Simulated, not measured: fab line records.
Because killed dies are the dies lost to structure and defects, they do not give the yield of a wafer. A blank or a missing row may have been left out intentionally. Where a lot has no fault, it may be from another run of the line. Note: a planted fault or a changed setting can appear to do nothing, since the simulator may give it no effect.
fab line records    flow gf180mcu
record: lots: 13  wafers: 39  lastDay: 34
route steps=602 shown STI@3 POLY_GATE@157
lots that met no fault: taken from a fault-free run of the same line
startH: the number of hours between the record's first day and the start of the first shown wafer of the lot    waitH: time in hours since the lot's previous step    " same as the row above    L1.1+2: one row covering several wafers at once    - value missing, or start not given    * or withheld: withheld    < > ~ a bound
route shown NAME@n: NAME is a module with steps in the file, n the number in the route of the first one    usual: mean/standard deviation taken from wafers without a fault    same: alike in all rows    chamber/n: place in a boat    sites: per-site readings    _std_site: the standard deviation of these    _edge_site: outer sites' mean less inner sites'    radiusMm: how far each site lies from the wafer's centre    mask NAME#n: copy n    behind: the last tool/chamber to shape the wafer    hold: reason for holding the lot/hours on hold/outcome of the hold    device: the transistor (n, p or np) that didn't switch    end of line: the same wafers' tests at the end of the route    a step with no rows: only its recipe    killed: not the wafer's yield, but the dies lost to structure and defects at the first sort    map: per-die view of a wafer (x killed, . not killed, _ where there is no die)
set.NAME: setting as actually run; set.NAME@STEP: the setting as run at that earlier step    model.NAME: the simulator's own value behind a step, which no gauge read
route steps across a sampled set of lots; one table per step, one row per wafer
services: a tool's chamber out of use, with start hour (startH, from the record's first day; less than 0 if before it), hours out, and reason
== steps ==
step: GF_STI_THK_MEAS_02
recipe: reads: SiO2_of_STI_OXIDATION_01
usual: STI_OXIDATION_THK: 10.08/0.23
lot.wafer  tool          chamber  startH  waitH  STI_OXIDATION_THK[nm]
L621.2     filmMetro-04  -        11.52   0.0    10.17
L621.3     "             -        "       "      10.28
L621.4     "             -        "       "      10.19
L622.3     filmMetro-04  -        16.53   0.0    10.22
L622.4     "             -        "       "      10.38
L622.5     "             -        "       "      10.20
L623.3     filmMetro-04  -        21.53   0.0    10.38
L623.5     "             -        "       "      10.59
L623.6     "             -        "       "      10.46
L624.1     filmMetro-04  -        26.51   0.0    9.86
L624.2     "             -        "       "      9.74
L624.3     "             -        "       "      9.81
L626.1     filmMetro-02  -        37.74   0.0    9.97
L626.3     "             -        "       "      9.90
L626.6     "             -        "       "      9.75
L627.2     filmMetro-02  -        41.86   0.0    9.93
L627.4     "             -        "       "      9.91
L627.5     "             -        "       "      10.04
L628.3     filmMetro-03  -        47.04   0.0    10.29
L628.4     "             -        "       "      10.20
L628.5     "             -        "       "      10.00
L629.1     filmMetro-02  -        52.55   0.0    10.09
L629.3     "             -        "       "      10.17
L629.5     "             -        "       "      10.20
L630.3     filmMetro-03  -        56.97   0.0    10.37
L630.4     "             -        "       "      10.23
L630.5     "             -        "       "      10.32
L634.1     filmMetro-03  -        76.51   0.0    10.17
L634.2     "             -        "       "      10.06
L634.4     "             -        "       "      10.27
L636.2     filmMetro-03  -        86.52   0.0    9.92
L636.4     "             -        "       "      9.81
L636.6     "             -        "       "      9.79
L638.3     filmMetro-02  -        96.53   0.0    9.87
L638.4     "             -        "       "      9.86
L638.5     "             -        "       "      9.73
L643.2     filmMetro-04  -        121.52  0.0    9.86
L643.3     "             -        "       "      10.03
L643.4     "             -        "       "      9.86
step: GF_STI_STRIP_15
recipe: chemistry: O2/N2  powerW: 1400  pressureMtorr: 1500  platenTempC: 250  o2FlowSccm: 3000  n2FlowSccm: 300  overashFraction: 0.5
usual: drypumpMotorCurrentA: 5.7/0.46  heaterPowerW: 319/48  n2FlowSccm: 299.9/0.91  oesProductAu: 0.384/0.0045  stripTimeToEndpointS: 3.723/0.03
lot.wafer  tool            chamber  startH  waitH  drypumpMotorCurrentA  heaterPowerW  n2FlowSccm  oesProductAu  rfHoursCounterH  stripTimeToEndpointS
L621.2     plasmaAsher-03  0        25.62   0.0    5.7                   279           300.6       0.387         36               3.738
L621.3     "               1        "       "      6.2                   285           300.3       0.377         -                3.722
L621.4     "               0        "       "      5.7                   282           300.6       0.387         -                3.769
L622.3     plasmaAsher-03  1        31.55   0.1    6.2                   302           299.5       0.385         -                3.715
L622.4     "               0        "       "      5.7                   285           299.4       0.382         -                3.751
L622.5     "               1        "       "      6.2                   300           300.6       0.381         -                3.691
L623.3     plasmaAsher-04  0        36.05   0.1    6.0                   422           299.1       0.380         -                3.719
L623.5     "               1        "       "      5.1                   327           299.2       0.388         -                3.767
L623.6     "               0        "       "      6.0                   413           299.2       0.389         -                3.710
L624.1     plasmaAsher-03  0        41.56   0.0    5.7                   294           300.1       0.393         38               3.744
L624.2     "               1        "       "      6.2                   284           300.5       0.384         38               3.756
L624.3     "               0        "       "      5.6                   278           300.8       0.386         -                3.704
L626.1     plasmaAsher-04  0        52.17   0.0    6.0                   407           298.6       0.380         37               3.742
L626.3     "               0        "       "      6.0                   423           300.7       0.387         -                3.726
L626.6     "               1        "       "      5.2                   324           301.7       0.383         -                3.682
L627.2     plasmaAsher-02  1        57.17   0.0    6.0                   307           300.6       0.389         38               3.696
L627.4     "               1        "       "      6.1                   304           299.4       0.385         -                3.671
L627.5     "               0        "       "      4.9                   295           299.9       0.384         -                3.697
L628.3     plasmaAsher-03  0        61.90   0.1    5.6                   288           299.9       0.385         -                3.717
L628.4     "               1        "       "      6.2                   284           300.6       0.384         -                3.729
L628.5     "               0        "       "      5.6                   281           300.1       0.381         -                3.684
L629.1     plasmaAsher-03  1        68.76   0.0    6.2                   295           301.0       0.380         41               3.757
L629.3     "               1        "       "      6.2                   294           300.9       0.384         -                3.747
L629.5     "               1        "       "      6.2                   299           301.0       0.386         -                3.724
L630.3     plasmaAsher-03  0        73.15   0.1    5.6                   276           300.0       0.381         -                3.724
L630.4     "               1        "       "      6.2                   297           300.3       0.379         -                3.755
L630.5     "               0        "       "      5.6                   286           299.0       0.380         -                3.738
L634.1     plasmaAsher-04  1        93.07   0.0    5.2                   330           301.5       0.384         41               3.743
L634.2     "               0        "       "      6.0                   422           299.4       0.383         41               3.696
L634.4     "               0        "       "      6.0                   413           301.7       0.390         -                3.698
L636.2     plasmaAsher-04  1        103.16  0.0    5.1                   325           298.3       0.386         42               3.707
L636.4     "               0        "       "      6.0                   425           299.1       0.384         -                3.727
L636.6     "               0        "       "      6.0                   412           298.9       0.380         -                3.696
L638.3     plasmaAsher-02  1        113.39  0.1    6.0                   305           299.6       0.381         -                3.757
L638.4     "               0        "       "      4.9                   278           299.8       0.381         -                3.746
L638.5     "               0        "       "      4.9                   288           300.1       0.387         -                3.715
L643.2     plasmaAsher-02  0        138.67  0.0    4.9                   290           301.1       0.381         47               3.689
L643.3     "               0        "       "      4.9                   282           299.9       0.381         -                3.672
L643.4     "               1        "       "      6.0                   304           299.6       0.379         -                3.660
step: GF_STI_THK_MEAS_30
recipe: reads: SiO2_of_STI_OXIDATION_29
usual: STI_OXIDATION_02_THK: 9.95/0.24
lot.wafer  tool          chamber  startH  waitH  STI_OXIDATION_02_THK[nm]
L621.2     filmMetro-04  -        30.14   0.0    9.70
L621.3     "             -        "       "      9.83
L621.4     "             -        "       "      9.90
L622.3     filmMetro-03  -        35.60   0.0    10.59
L622.4     "             -        "       "      10.28
L622.5     "             -        "       "      10.16
L623.3     filmMetro-04  -        40.48   0.0    10.04
L623.5     "             -        "       "      10.24
L623.6     "             -        "       "      10.14
L624.1     filmMetro-04  -        45.62   0.0    10.38
L624.2     "             -        "       "      10.21
L624.3     "             -        "       "      10.35
L626.1     filmMetro-04  -        56.23   0.0    9.67
L626.3     "             -        "       "      9.72
L626.6     "             -        "       "      9.69
L627.2     filmMetro-04  -        61.37   0.0    10.32
L627.4     "             -        "       "      10.34
L627.5     "             -        "       "      10.16
L628.3     filmMetro-03  -        66.70   0.0    9.88
L628.4     "             -        "       "      9.91
L628.5     "             -        "       "      10.05
L629.1     filmMetro-02  -        72.85   0.0    10.53
L629.3     "             -        "       "      10.31
L629.5     "             -        "       "      10.47
L630.3     filmMetro-04  -        77.87   0.0    10.07
L630.4     "             -        "       "      10.02
L630.5     "             -        "       "      9.93
L634.1     filmMetro-02  -        97.91   0.0    9.67
L634.2     "             -        "       "      9.73
L634.4     "             -        "       "      9.90
L636.2     filmMetro-04  -        107.90  0.0    9.92
L636.4     "             -        "       "      9.97
L636.6     "             -        "       "      10.10
L638.3     filmMetro-04  -        118.05  0.0    9.96
L638.4     "             -        "       "      9.84
L638.5     "             -        "       "      9.77
L643.2     filmMetro-03  -        143.31  0.0    9.66
L643.3     "             -        "       "      9.70
L643.4     "             -        "       "      9.87
step: GF_POLY_GATE_CVD_00
recipe: material: poly-Si  targetThkNm: 200  tempC: 620  timeS: 1200  pressureMtorr: 200
usual: zonePowerUpperPct: 8.8/0.39
lot.wafer  tool      chamber  startH  waitH  zonePowerUpperPct
L621.2     lpcvd-02  1        182.05  0.0    8.3
L621.3     "         1        "       "      8.1
L621.4     "         1        "       "      8.2
L622.3     lpcvd-02  1        188.56  0.5    8.2
L622.4     "         1        "       "      8.2
L622.5     "         1        "       "      8.3
L623.3     lpcvd-02  1        192.40  1.2    8.4
L623.5     "         1        "       "      8.2
L623.6     "         1        "       "      8.3
L624.1     lpcvd-02  0        197.11  0.0    9.2
L624.2     "         0        "       "      9.4
L624.3     "         0        "       "      9.2
L626.1     lpcvd-02  0        213.86  0.0    9.1
L626.3     "         0        "       "      9.1
L626.6     "         0        "       "      9.1
L627.2     lpcvd-01  0        219.96  0.0    8.6
L627.4     "         0        "       "      8.8
L627.5     "         0        "       "      8.5
L628.3     lpcvd-02  1        227.31  0.0    8.1
L628.4     "         1        "       "      8.2
L628.5     "         1        "       "      8.2
L629.1     lpcvd-01  1        234.94  0.0    9.1
L629.3     "         1        "       "      9.2
L629.5     "         1        "       "      9.2
L630.3     lpcvd-01  0        242.75  0.0    8.5
L630.4     "         0        "       "      8.8
L630.5     "         0        "       "      8.7
L634.1     lpcvd-02  0        268.07  0.0    9.1
L634.2     "         0        "       "      9.2
L634.4     "         0        "       "      9.1
L636.2     lpcvd-01  0        283.53  0.0    8.7
L636.4     "         0        "       "      8.7
L636.6     "         0        "       "      8.6
L638.3     lpcvd-02  0        294.70  0.0    9.2
L638.4     "         0        "       "      9.2
L638.5     "         0        "       "      9.1
L643.2     lpcvd-02  0        328.07  0.0    9.2
L643.3     "         0        "       "      9.3
L643.4     "         0        "       "      9.0
step: GF_POLY_GATE_THK_MEAS_01
recipe: reads: poly-Si_of_POLY_GATE_CVD_00
usual: POLY_GATE_CVD_00_THK: 200.4/2.4
lot.wafer  tool          chamber  startH  waitH  POLY_GATE_CVD_00_THK[nm]
L621.2     filmMetro-01  -        183.39  0.0    201.4
L621.3     "             -        "       "      200.4
L621.4     "             -        "       "      200.4
L622.3     filmMetro-03  -        189.91  0.0    198.9
L622.4     "             -        "       "      200.6
L622.5     "             -        "       "      198.8
L623.3     filmMetro-02  -        193.76  0.0    202.9
L623.5     "             -        "       "      202.9
L623.6     "             -        "       "      203.1
L624.1     filmMetro-03  -        198.45  0.0    197.4
L624.2     "             -        "       "      196.8
L624.3     "             -        "       "      197.8
L626.1     filmMetro-03  -        215.20  0.0    201.4
L626.3     "             -        "       "      200.2
L626.6     "             -        "       "      200.5
L627.2     filmMetro-03  -        221.30  0.0    198.5
L627.4     "             -        "       "      199.8
L627.5     "             -        "       "      199.2
L628.3     filmMetro-01  -        228.66  0.0    200.9
L628.4     "             -        "       "      202.0
L628.5     "             -        "       "      203.4
L629.1     filmMetro-01  -        236.28  0.0    201.8
L629.3     "             -        "       "      201.1
L629.5     "             -        "       "      200.5
L630.3     filmMetro-01  -        244.11  0.0    204.8
L630.4     "             -        "       "      203.9
L630.5     "             -        "       "      201.2
L634.1     filmMetro-03  -        269.40  0.0    201.2
L634.2     "             -        "       "      199.4
L634.4     "             -        "       "      199.8
L636.2     filmMetro-03  -        284.87  0.0    222.0
L636.4     "             -        "       "      219.0
L636.6     "             -        "       "      220.3
L638.3     filmMetro-03  -        296.05  0.0    200.8
L638.4     "             -        "       "      201.9
L638.5     "             -        "       "      200.1
L643.2     filmMetro-02  -        330.08  0.0    199.2
L643.3     "             -        "       "      199.8
L643.4     "             -        "       "      198.8
== services ==
tool            chamber  startH  hours  kind
plasmaAsher-02  -        91.57   0.4    repair
plasmaAsher-03  -        108.75  9.0    pm
plasmaAsher-03  0        108.75  9.0    ventCycle
plasmaAsher-03  1        108.75  9.0    ventCycle
plasmaAsher-04  -        109.57  0.9    repair
plasmaAsher-03  0        117.75  -      clean
plasmaAsher-03  1        117.75  -      clean
plasmaAsher-04  -        152.61  0.5    repair
plasmaAsher-02  -        167.73  2.9    repair
plasmaAsher-04  -        171.16  2.8    pm
lpcvd-01        -        185.42  6.1    pm
plasmaAsher-02  -        235.04  39.0   pm
plasmaAsher-04  -        237.86  19.5   pm
lpcvd-02        -        253.83  6.1    pm
== key ==
firstSign: step: GF_POLY_GATE_THK_MEAS_01  reading: POLY_GATE_CVD_00_THK  direction: up  sigmas: 8.5  usual: 200.4  struck: 220.4
effect none on later readings
metAt GF_POLY_GATE_CVD_00
struckLots L636
struckWafers L636.2,L636.4,L636.6
testerLeftOut L636
notActingAt GF_STI_THK_MEAS_02,GF_STI_STRIP_15,GF_STI_THK_MEAS_30
onsetBetween 242.75 283.53
fault: kind: processParameterDrift  tool: lpcvd-01  chamber: 0  onsetH: 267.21  steps: GF_POLY_GATE_CVD_00  channel: targetThkNm  offset: 16.79  shape: step  endH: 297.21  actsIn: theseRecipesOnly  stated: 200
testerLeftOut: of these lots the tester's yield and bins aren't shown, on N5 and GAA mostly nor the transistor test; their killed dies are dies lost to structure and defects alone, not to doping, threshold or leakage, so they don't give the yield
